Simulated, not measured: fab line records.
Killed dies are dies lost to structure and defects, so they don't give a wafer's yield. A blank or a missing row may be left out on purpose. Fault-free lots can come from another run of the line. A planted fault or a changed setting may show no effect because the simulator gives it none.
Chamber matching | flow gf180mcu | GF_STI_CMP_25 on cmp-01: 4 sister chambers
The step polishes, stops on Si3N4, t overpolish 33 s, target thk 524.6 nm. 14 wafers are shown with their chamber, then 7 later ones without.

## WAFERS PAIRED WITH THEIR CHAMBERS
wafer  | chamber | motor-current-A (A) | time-to-endpoint-s (s) | overpolish-run-s (s)
L152.2 | 1       | 13.1                | 122                    | 33.008
L152.3 | 0       | 13.3                | 118                    | 33.002
L152.5 | 0       | 13.2                | 116                    | 32.986
L153.2 | 1       | 13.0                | 119                    | 33.004
L153.3 | 2       | 11.6                | 121                    | 32.999
L153.6 | 1       | 12.8                | 124                    | 33.004
L156.1 | 0       | 13.8                | 116                    | 33.003
L156.3 | 1       | 12.7                | 125                    | 32.999
L156.6 | 3       | 11.3                | 123                    | 32.996
L162.1 | 2       | 10.7                | 127                    | 33.004
L162.2 | 1       | 13.4                | 124                    | 32.989
L162.6 | 1       | 13.4                | 123                    | 33.008
L166.2 | 1       | 13.4                | 123                    | 33.010
L166.4 | 3       | 11.8                | 114                    | 32.997

SIGNATURES (averages over the wafers above)
reading            | chamber 0 | chamber 1 | chamber 2 | chamber 3 | scatter within a chamber
motor-current-A    | 13.433    | 13.114    | 11.150    | 11.550    | 0.356
time-to-endpoint-s | 116.67    | 122.86    | 124.00    | 118.50    | 2.9
overpolish-run-s   | 32.99700  | 33.00314  | 33.00150  | 32.99650  | 0.00713
Rule: for each reading, subtract the chamber's mean from the wafer's reading, divide by that reading's scatter and square the result; add these up over the readings and take the root, which gives the wafer's distance from the chamber. If the next closest chamber is less than 2 further off than the closest, the wafer can't be placed; otherwise it belongs to the closest. The scatter: take each reading less its chamber's mean, square it, sum over the shown wafers, divide by the number of wafers less the number of chambers, and take the root.

## WAFERS MISSING THEIR CHAMBER
wafer  | motor-current-A (A) | time-to-endpoint-s (s) | overpolish-run-s (s)
L166.5 | 11.2                | 117                    | 32.987
L174.1 | 13.4                | 126                    | 32.998
L174.3 | 11.2                | 124                    | 33.011
L174.6 | 11.7                | 122                    | 33.005
L175.2 | 13.1                | 121                    | 33.001
L175.3 | 11.7                | 121                    | 32.994
L175.4 | 11.5                | 125                    | 32.996

## WHICH CHAMBER EACH ONE RAN IN
wafer  | from the rows above     | in truth
L166.5 | can't be placed: 3 or 2 | 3
L174.1 | can't be placed: 1 or 0 | 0
L174.3 | can't be placed: 2 or 3 | 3
L174.6 | can't be placed: 3 or 2 | 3
L175.2 | can't be placed: 1 or 0 | 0
L175.3 | can't be placed: 3 or 2 | 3
L175.4 | can't be placed: 2 or 3 | 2
Correct placement for 0 of the 7. Not placeable from these rows: 7 (in 7, the candidates include the true chamber). 0 placed wrongly.
